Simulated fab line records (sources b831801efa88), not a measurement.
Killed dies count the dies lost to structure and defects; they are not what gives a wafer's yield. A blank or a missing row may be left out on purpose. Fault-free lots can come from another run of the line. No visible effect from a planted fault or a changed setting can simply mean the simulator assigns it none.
fab line records + flow sky130
record:
- lots: 14
- wafers: 42
- lastDay: 50
route steps=708 shown METAL4@600
lots untouched by any fault: they come from a run of this same line in which no faults occurred
startH: hours from the record's first day to the start of the lot's first wafer shown + waitH: hours elapsed since this lot's preceding step + " identical to the entry in the row above + L1.1+2: one row covering several wafers at once + - no value, or no start given + * or withheld: withheld + < > ~ a bound
route shown NAME@n: names a module that has steps shown in the file, with the first one's number in the route + usual: the fault-free wafers' mean and standard deviation + same: alike in all rows + chamber/n: place in a boat + sites: readings site by site + _std_site: standard deviation across them + _edge_site: the outer-site mean with the inner-site mean subtracted + radiusMm: for every site, how far away it sits from the centre of the wafer + mask NAME#n: copy n + behind: the most recent tool/chamber to have shaped the wafer + hold: why the lot was held/for how many hours/how that ended + device: transistor that didn't switch, given as n, p or np + end of line: tests of these same wafers at the route's end + a step with no rows: only its recipe + killed: count of dies lost to structure and defects at first sort (not the wafer's yield) + map: shows each die of a wafer: x if killed, . if not, _ if none is there
set.NAME: setting as actually run; set.NAME@STEP: the setting as run at that earlier step + model.NAME: the simulator's own value behind a step, which no gauge read
route steps across a sampled set of lots; one table per step, one row per wafer
services: from which hour (startH, from the record's first day; less than 0 if before it) a tool's chamber was out of use, for how many hours, and why
== steps ==
step: SKY_METAL4_SPUTTER_02
recipe:
- material: AlCu
- targetThkNm: 735
- powerW: 10600
- timeS: 39.1
- chamberPressurePa: 0.4
usual:
- throttleValvePct: 30.1/1.2
same:
- timeS: 39.1
| lot.wafer | tool          | chamber | startH  | waitH | throttleValvePct |
|-----------|---------------|---------|---------|-------|------------------|
| L754.1    | pvdSputter-03 | -       | 945.06  | 0.0   | 31.7             |
| L754.3    | "             | -       | "       | "     | 30.6             |
| L754.5    | "             | -       | "       | "     | 31.3             |
| L756.2    | pvdSputter-03 | -       | 967.14  | 0.0   | 31.1             |
| L756.4    | "             | -       | "       | "     | 31.8             |
| L756.5    | "             | -       | "       | "     | 30.5             |
| L760.3    | pvdSputter-04 | -       | 986.19  | 0.0   | 30.6             |
| L760.5    | "             | -       | "       | "     | 30.9             |
| L760.6    | "             | -       | "       | "     | 30.1             |
| L761.1    | pvdSputter-02 | -       | 988.67  | 0.0   | 29.5             |
| L761.3    | "             | -       | "       | "     | 32.0             |
| L761.4    | "             | -       | "       | "     | 29.5             |
| L763.3    | pvdSputter-02 | -       | 991.26  | 0.0   | 28.1             |
| L763.4    | "             | -       | "       | "     | 29.5             |
| L763.6    | "             | -       | "       | "     | 31.8             |
| L766.2    | pvdSputter-03 | -       | 1009.69 | 0.0   | 30.4             |
| L766.3    | "             | -       | "       | "     | 31.9             |
| L766.5    | "             | -       | "       | "     | 30.1             |
| L767.1    | pvdSputter-03 | -       | 1015.79 | 0.0   | 30.3             |
| L767.2    | "             | -       | "       | "     | 31.1             |
| L767.4    | "             | -       | "       | "     | 30.2             |
| L768.3    | pvdSputter-04 | -       | 1025.97 | 0.0   | 30.8             |
| L768.5    | "             | -       | "       | "     | 30.8             |
| L768.6    | "             | -       | "       | "     | 29.4             |
| L769.1    | pvdSputter-02 | -       | 1049.93 | 0.0   | 29.2             |
| L769.2    | "             | -       | "       | "     | 31.6             |
| L769.4    | "             | -       | "       | "     | 28.1             |
| L771.3    | pvdSputter-02 | -       | 1050.63 | 0.0   | 29.3             |
| L771.5    | "             | -       | "       | "     | 29.4             |
| L771.6    | "             | -       | "       | "     | 31.8             |
| L770.1    | pvdSputter-04 | -       | 1050.93 | 0.0   | 30.0             |
| L770.3    | "             | -       | "       | "     | 29.0             |
| L770.6    | "             | -       | "       | "     | 30.9             |
| L773.2    | pvdSputter-03 | -       | 1058.98 | 0.0   | 32.0             |
| L773.4    | "             | -       | "       | "     | 31.3             |
| L773.6    | "             | -       | "       | "     | 30.5             |
| L775.2    | pvdSputter-02 | -       | 1075.25 | 0.0   | 29.2             |
| L775.4    | "             | -       | "       | "     | 28.3             |
| L775.5    | "             | -       | "       | "     | 29.5             |
| L776.1    | pvdSputter-02 | -       | 1078.53 | 0.0   | 28.0             |
| L776.5    | "             | -       | "       | "     | 28.1             |
| L776.6    | "             | -       | "       | "     | 29.3             |
step: SKY_METAL4_SPUTTER_03
recipe:
- material: Ti
- targetThkNm: 5
- powerW: 3000
- timeS: 3.3
- chamberPressurePa: 0.4
usual:
- throttleValvePct: 30.1/1.2
same:
- timeS: 3.3
| lot.wafer | tool          | chamber | startH  | waitH | throttleValvePct |
|-----------|---------------|---------|---------|-------|------------------|
| L754.1    | pvdSputter-03 | -       | 945.10  | 0.0   | 31.8             |
| L754.3    | "             | -       | "       | "     | 30.5             |
| L754.5    | "             | -       | "       | "     | 31.5             |
| L756.2    | pvdSputter-03 | -       | 967.18  | 0.0   | 31.1             |
| L756.4    | "             | -       | "       | "     | 31.7             |
| L756.5    | "             | -       | "       | "     | 30.5             |
| L760.3    | pvdSputter-04 | -       | 986.23  | 0.0   | 30.7             |
| L760.5    | "             | -       | "       | "     | 31.0             |
| L760.6    | "             | -       | "       | "     | 30.0             |
| L761.1    | pvdSputter-02 | -       | 988.71  | 0.0   | 29.2             |
| L761.3    | "             | -       | "       | "     | 31.5             |
| L761.4    | "             | -       | "       | "     | 29.4             |
| L763.3    | pvdSputter-02 | -       | 991.30  | 0.0   | 28.1             |
| L763.4    | "             | -       | "       | "     | 29.5             |
| L763.6    | "             | -       | "       | "     | 31.9             |
| L766.2    | pvdSputter-03 | -       | 1009.73 | 0.0   | 30.6             |
| L766.3    | "             | -       | "       | "     | 31.9             |
| L766.5    | "             | -       | "       | "     | 30.4             |
| L767.1    | pvdSputter-03 | -       | 1015.83 | 0.0   | 30.6             |
| L767.2    | "             | -       | "       | "     | 31.3             |
| L767.4    | "             | -       | "       | "     | 30.3             |
| L768.3    | pvdSputter-04 | -       | 1026.01 | 0.0   | 31.2             |
| L768.5    | "             | -       | "       | "     | 31.1             |
| L768.6    | "             | -       | "       | "     | 29.0             |
| L769.1    | pvdSputter-02 | -       | 1049.97 | 0.0   | 29.3             |
| L769.2    | "             | -       | "       | "     | 31.9             |
| L769.4    | "             | -       | "       | "     | 28.1             |
| L771.3    | pvdSputter-02 | -       | 1050.67 | 0.0   | 29.0             |
| L771.5    | "             | -       | "       | "     | 28.9             |
| L771.6    | "             | -       | "       | "     | 32.0             |
| L770.1    | pvdSputter-04 | -       | 1050.97 | 0.0   | 30.0             |
| L770.3    | "             | -       | "       | "     | 28.9             |
| L770.6    | "             | -       | "       | "     | 31.1             |
| L773.2    | pvdSputter-03 | -       | 1059.02 | 0.0   | 31.8             |
| L773.4    | "             | -       | "       | "     | 31.3             |
| L773.6    | "             | -       | "       | "     | 30.6             |
| L775.2    | pvdSputter-02 | -       | 1075.28 | 0.0   | 29.5             |
| L775.4    | "             | -       | "       | "     | 28.2             |
| L775.5    | "             | -       | "       | "     | 29.5             |
| L776.1    | pvdSputter-02 | -       | 1078.57 | 0.0   | 28.5             |
| L776.5    | "             | -       | "       | "     | 28.3             |
| L776.6    | "             | -       | "       | "     | 29.1             |
step: SKY_METAL4_DEVELOP_12
recipe:
- developTimeS: 60
- resist: KrF-thick
- devTempC: 21
usual:
- developerTempC: 21.01/0.095
- exhaustPa: 45.0/0.94
same:
- developTimeS: 60
| lot.wafer | tool          | chamber | startH | waitH | developerTempC | exhaustPa |
|-----------|---------------|---------|--------|-------|----------------|-----------|
| L754.1    | lithoTrack-02 | 0       | 993    | -     | 21.00          | 45.1      |
| L754.3    | "             | 0       | "      | "     | 20.94          | 45.2      |
| L754.5    | "             | 0       | "      | "     | 21.04          | 44.2      |
| L756.2    | lithoTrack-03 | 0       | 1013   | -     | 21.12          | 44.6      |
| L756.4    | "             | 0       | "      | "     | 21.01          | 45.3      |
| L756.5    | "             | 0       | "      | "     | 21.00          | 45.2      |
| L760.3    | lithoTrack-02 | 0       | 1033   | -     | 21.06          | 46.4      |
| L760.5    | "             | 0       | "      | "     | 21.08          | 46.0      |
| L760.6    | "             | 0       | "      | "     | 21.09          | 44.7      |
| L761.1    | lithoTrack-02 | 0       | 1034   | -     | 20.81          | 46.4      |
| L761.3    | "             | 0       | "      | "     | 20.88          | 47.2      |
| L761.4    | "             | 0       | "      | "     | 21.02          | 45.3      |
| L763.3    | lithoTrack-03 | 0       | 1035   | -     | 21.03          | 46.1      |
| L763.4    | "             | 0       | "      | "     | 20.88          | 44.9      |
| L763.6    | "             | 0       | "      | "     | 20.94          | 46.0      |
| L766.2    | lithoTrack-03 | 0       | 1054   | -     | 20.16          | 44.8      |
| L766.3    | "             | 0       | "      | "     | 20.39          | 45.4      |
| L766.5    | "             | 0       | "      | "     | 20.12          | 44.7      |
| L767.1    | lithoTrack-03 | 0       | 1060   | -     | 20.15          | 44.7      |
| L767.2    | "             | 0       | "      | "     | 20.23          | 44.9      |
| L767.4    | "             | 0       | "      | "     | 20.18          | 43.7      |
| L768.3    | lithoTrack-02 | 0       | 1069   | -     | 21.10          | 45.6      |
| L768.5    | "             | 0       | "      | "     | 20.95          | 44.9      |
| L768.6    | "             | 0       | "      | "     | 21.19          | 43.9      |
| L769.1    | lithoTrack-01 | 0       | 1093   | -     | 20.96          | 44.0      |
| L769.2    | "             | 0       | "      | "     | 21.01          | 43.7      |
| L769.4    | "             | 0       | "      | "     | 21.07          | 44.3      |
| L771.3    | lithoTrack-02 | 0       | 1094   | -     | 20.70          | 45.1      |
| L771.5    | "             | 0       | "      | "     | 21.00          | 44.3      |
| L771.6    | "             | 0       | "      | "     | 21.01          | 46.2      |
| L770.1    | lithoTrack-01 | 0       | 1094   | -     | 20.97          | 44.9      |
| L770.3    | "             | 0       | "      | "     | 20.80          | 44.3      |
| L770.6    | "             | 0       | "      | "     | 20.90          | 44.1      |
| L773.2    | lithoTrack-02 | 0       | 1101   | -     | 21.18          | 44.2      |
| L773.4    | "             | 0       | "      | "     | 20.82          | 44.5      |
| L773.6    | "             | 0       | "      | "     | 21.00          | 45.0      |
| L775.2    | lithoTrack-02 | 0       | 1117   | -     | 20.99          | 45.7      |
| L775.4    | "             | 0       | "      | "     | 21.02          | 46.0      |
| L775.5    | "             | 0       | "      | "     | 20.97          | 45.1      |
| L776.1    | lithoTrack-02 | 0       | 1121   | -     | 21.10          | 43.8      |
| L776.5    | "             | 0       | "      | "     | 21.00          | 44.0      |
| L776.6    | "             | 0       | "      | "     | 21.05          | 43.6      |
step: SKY_METAL4_OVL_MEAS_14
usual:
- METAL4_OVL: 3/5.9
| lot.wafer | tool       | chamber | startH  | waitH | METAL4_OVL[nm] |
|-----------|------------|---------|---------|-------|----------------|
| L754.1    | overlay-02 | -       | 993.94  | 0.1   | -8             |
| L754.3    | "          | -       | "       | "     | -10            |
| L754.5    | "          | -       | "       | "     | -5             |
| L756.2    | overlay-01 | -       | 1013.70 | 0.1   | 0              |
| L756.4    | "          | -       | "       | "     | -3             |
| L756.5    | "          | -       | "       | "     | 8              |
| L760.3    | overlay-01 | -       | 1033.45 | 0.1   | 1              |
| L760.5    | "          | -       | "       | "     | 2              |
| L760.6    | "          | -       | "       | "     | 3              |
| L761.1    | overlay-02 | -       | 1034.44 | 0.1   | 6              |
| L761.3    | "          | -       | "       | "     | 5              |
| L761.4    | "          | -       | "       | "     | 1              |
| L763.3    | overlay-01 | -       | 1035.87 | 0.1   | -4             |
| L763.4    | "          | -       | "       | "     | 7              |
| L763.6    | "          | -       | "       | "     | 7              |
| L766.2    | overlay-02 | -       | 1054.96 | 0.1   | 4              |
| L766.3    | "          | -       | "       | "     | 12             |
| L766.5    | "          | -       | "       | "     | 10             |
| L767.1    | overlay-02 | -       | 1060.90 | 0.1   | 3              |
| L767.2    | "          | -       | "       | "     | 12             |
| L767.4    | "          | -       | "       | "     | 7              |
| L768.3    | overlay-01 | -       | 1070.00 | 0.1   | 6              |
| L768.5    | "          | -       | "       | "     | 10             |
| L768.6    | "          | -       | "       | "     | 14             |
| L769.1    | overlay-01 | -       | 1093.50 | 0.1   | 6              |
| L769.2    | "          | -       | "       | "     | 2              |
| L769.4    | "          | -       | "       | "     | 12             |
| L771.3    | overlay-02 | -       | 1094.25 | 0.1   | -1             |
| L771.5    | "          | -       | "       | "     | -2             |
| L771.6    | "          | -       | "       | "     | 0              |
| L770.1    | overlay-02 | -       | 1094.48 | 0.1   | 4              |
| L770.3    | "          | -       | "       | "     | 3              |
| L770.6    | "          | -       | "       | "     | 6              |
| L773.2    | overlay-02 | -       | 1101.49 | 0.1   | -2             |
| L773.4    | "          | -       | "       | "     | -5             |
| L773.6    | "          | -       | "       | "     | -7             |
| L775.2    | overlay-02 | -       | 1117.74 | 0.1   | 7              |
| L775.4    | "          | -       | "       | "     | 8              |
| L775.5    | "          | -       | "       | "     | 13             |
| L776.1    | overlay-01 | -       | 1122.06 | 0.1   | -4             |
| L776.5    | "          | -       | "       | "     | 0              |
| L776.6    | "          | -       | "       | "     | -3             |
== services ==
| tool          | chamber | startH  | hours | kind                     |
|---------------|---------|---------|-------|--------------------------|
| lithoTrack-03 | -       | 934.60  | -     | consumableReplace:filter |
| lithoTrack-02 | -       | 962.76  | -     | consumableReplace:filter |
| pvdSputter-02 | -       | 982.20  | 5.8   | repair                   |
| pvdSputter-04 | -       | 1008.90 | 15.0  | repair                   |
| lithoTrack-01 | -       | 1084.03 | -     | consumableReplace:filter |
== key ==
firstSign:
- step: SKY_METAL4_DEVELOP_12
- reading: developerTempC
- direction: down
- sigmas: 8.5
- usual: *
- struck: *
effect none on later readings
metAt SKY_METAL4_DEVELOP_12
struckLots L766,L767
sortLeftOut L766.2,L766.3,L766.5
notActingAt SKY_METAL4_SPUTTER_02,SKY_METAL4_SPUTTER_03,SKY_METAL4_OVL_MEAS_14
onsetBetween 1035 1054
fault:
- kind: processParameterDrift
- tool: lithoTrack-03
- chamber: -
- onsetH: 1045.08
- steps: SKY_METAL4_DEVELOP_12
- channel: devTempC
- offset: *
- shape: step
- endH: 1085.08
- actsIn: *
- stated: *
sortLeftOut: the simulated sort isn't trusted on such a fault, so these wafers' sort isn't shown, and their yield isn't known
